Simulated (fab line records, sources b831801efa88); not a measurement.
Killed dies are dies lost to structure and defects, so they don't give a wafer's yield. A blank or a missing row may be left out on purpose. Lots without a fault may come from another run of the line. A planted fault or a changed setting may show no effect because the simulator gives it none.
fab line records | flow sfq_line
record lots=13 wafers=39 last_day=90
route steps=325 shown I4@164
lots that met no fault: from a run of the same line without faults
start_h: hours from the record's first day to the start of the lot's first wafer shown | wait_h: hours since the lot's step before | " the same as in the row above | L1.1+2: a row that stands for several wafers | - no value, or no start given | * or withheld: withheld | < > ~ a bound
route shown NAME@n: a module of which the file shows steps, and the number in the route of the first | usual: mean/standard deviation of fault-free wafers | same: alike in all rows | chamber/n: place in a boat | sites: the reading at each site | _std_site: their standard deviation | _edge_site: outer sites' mean less inner sites' | radius_mm: how far each site lies from the wafer's centre | mask NAME#n: copy n | behind: the tool/chamber that last shaped the wafer | hold: why the lot was held/for how many hours/how that ended | device: the transistor (n, p or np) that didn't switch | end of line: the same wafers' tests at the end of the route | a step without rows: its recipe alone | killed: dies lost to structure and defects at the first sort, not the wafer's yield | map: a wafer's dies, x killed, . not, _ none there
set.NAME: the setting as run; set.NAME@STEP: as run at that earlier step | model.NAME: the simulator's own value behind a step, which no gauge read
steps of the route over a sample of lots; a table a step, a row a wafer
services: from which hour (start_h, from the record's first day; less than 0 if before it) a tool's chamber was out of use, for how many hours, and why
## steps
# step SFQ_TRILAYER_I4_CMP_CMP_100
# recipe material=SiO2 down_force_psi=3 platen_rpm=60 pad_velocity_m_s=0.94248
# usual motor_current_A=10.2/1.2 time_to_endpoint_s=215/8.1
# columns lot.wafer tool chamber start_h wait_h motor_current_A time_to_endpoint_s
L787.2 cmp-01 3 1058.24 9.5 10.9 219
L787.4 " 1 1059.24 10.4 9.9 216
L787.3 " 2 " " 10.1 207
L789.3 cmp-01 3 1070.74 13.6 9.9 214
L789.2 " 0 " " 9.2 214
L789.1 " 1 " " 9.9 197
L790.1 cmp-01 1 1101.74 17.1 10.0 214
L790.5 " 0 1103.24 18.6 9.1 227
L790.6 " 1 " " 10.0 219
L791.4 cmp-02 1 1105.73 18.6 12.5 214
L791.2 " 2 " " 9.3 204
L791.6 " 0 1107.23 20.1 10.4 219
L792.2 cmp-01 1 1107.24 19.1 10.0 207
L792.4 " 0 1108.74 20.6 8.6 224
L792.5 " 2 1109.74 21.6 9.9 216
L793.1 cmp-01 1 1111.24 21.9 9.8 203
L793.5 " 3 1112.24 22.9 11.2 218
L793.6 " 0 " " 9.1 224
L795.3 cmp-01 3 1117.24 25.5 9.9 220
L795.2 " 0 " " 8.4 216
L795.6 " 2 1118.74 27.0 9.4 212
L798.3 cmp-02 1 1137.73 30.8 12.6 114
L798.6 " 1 1139.73 32.8 12.7 212
L798.5 " 2 " " 9.3 212
L800.3 cmp-01 0 1209.99 0.0 8.7 217
L800.2 " 2 1210.99 1.0 10.1 196
L800.4 " 3 " " 10.8 214
L801.2 cmp-01 1 1331.53 0.5 9.9 204
L801.6 " 0 1333.03 2.0 8.7 221
L801.5 " 1 " " 10.0 208
L807.1 cmp-02 1 1403.33 0.2 12.4 221
L807.4 " 2 " " 9.4 221
L807.6 " 1 1405.33 2.2 13.2 226
L808.2 cmp-02 0 1410.23 1.0 9.9 221
L808.1 " 1 " " 12.4 207
L808.6 " 3 1411.73 2.4 11.4 219
L809.2 cmp-01 3 1412.27 2.0 11.0 219
L809.4 " 0 " " 8.4 236
L809.5 " 2 1413.77 3.4 9.6 219
## services
# columns tool chamber start_h hours kind
cmp-02 - 1051.72 8.0 repair
cmp-01 - 1094.24 4.0 pm
cmp-01 - 1098.24 - consumable_replace:conditioner
cmp-01 - 1098.24 - consumable_replace:pad
cmp-02 - 1171.57 0.5 repair
cmp-02 - 1196.31 2.8 repair
cmp-02 - 1223.97 5.5 pm
cmp-01 - 1255.42 5.7 pm
cmp-02 - 1263.22 4.0 pm
cmp-02 - 1267.22 - consumable_replace:conditioner
cmp-02 - 1267.22 - consumable_replace:pad
cmp-01 - 1315.27 2.0 repair
## key
first_sign step=SFQ_TRILAYER_I4_CMP_CMP_100 reading=time_to_endpoint_s direction=down sigmas=13 usual=* struck=*
effect none on later readings
met_at SFQ_TRILAYER_I4_CMP_CMP_100
struck_lots L798
struck_wafers L798.3
onset_between 1105.73 1137.73
fault kind=process_parameter_drift tool=cmp-02 chamber=- onset_h=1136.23 steps=SFQ_TRILAYER_I4_CMP_CMP_100 channel=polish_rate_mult offset=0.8 shape=step end_h=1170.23 scope=struck_wafers_only
